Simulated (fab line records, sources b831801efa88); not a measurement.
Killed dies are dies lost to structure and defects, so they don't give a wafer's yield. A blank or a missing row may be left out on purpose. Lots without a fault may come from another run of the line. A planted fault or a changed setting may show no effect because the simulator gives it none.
One fault seen from 2 desks | flow sky130 | each desk has only its own numbers; what lay behind them comes last

THE TOOL OWNER'S DESK: pecvd-02
The tool's own readings at SKY_CAPM_CVD_00 (deposits SiO2, target thk 15.5 nm): means of the sampled wafers that have a number, for each lot that ran on this tool. A lot is out of limits, marked OUT, if its mean lies more than 4 standard deviations from the usual mean; the brackets give that distance.
Columns: A = heater_power_w at SKY_CAPM_CVD_00, usual 732 W
lot  | first seen here | A
L361 | day 38 08:31    | 697
L362 | day 38 18:43    | 657
L364 | day 39 10:23    | 649
L367 | day 40 08:34    | 678
L368 | day 40 10:09    | 646
L369 | day 40 11:32    | 640
This desk's finding: nothing out of limits on any of the 6 lots.

THE METROLOGY DESK
What the gauges read, lot by lot, whatever tool the lot ran on: means of the sampled wafers that have a number. A lot is out of limits, marked OUT, if its mean lies more than 4 standard deviations from the usual mean; the brackets give that distance.
Columns: A = METAL1_ALCU_RS at SKY_METAL1_RS_MEAS_05, usual 0.1265 ohm/sq
lot  | first seen here | A
L357 | day 32 02:17    | 0.1269
L358 | day 32 09:53    | 0.1272
L359 | day 32 13:29    | 0.1288
L361 | day 33 16:58    | 0.1297
L362 | day 34 03:20    | 0.1238
L364 | day 34 19:52    | 0.1252
L365 | day 35 10:25    | 0.1284
L367 | day 35 16:39    | 0.1259
L368 | day 35 20:32    | 0.1249
L369 | day 35 21:29    | 0.1253
L375 | day 37 14:34    | 0.1288
L377 | day 38 10:53    | 0.1275
L378 | day 38 11:22    | 0.1267
This desk's finding: nothing out of limits on any of the 13 lots.

PUT TOGETHER
The tool owner's desk saw nothing out of limits.
The metrology desk saw nothing out of limits.

WHAT THE SIMULATOR HAD PUT IN
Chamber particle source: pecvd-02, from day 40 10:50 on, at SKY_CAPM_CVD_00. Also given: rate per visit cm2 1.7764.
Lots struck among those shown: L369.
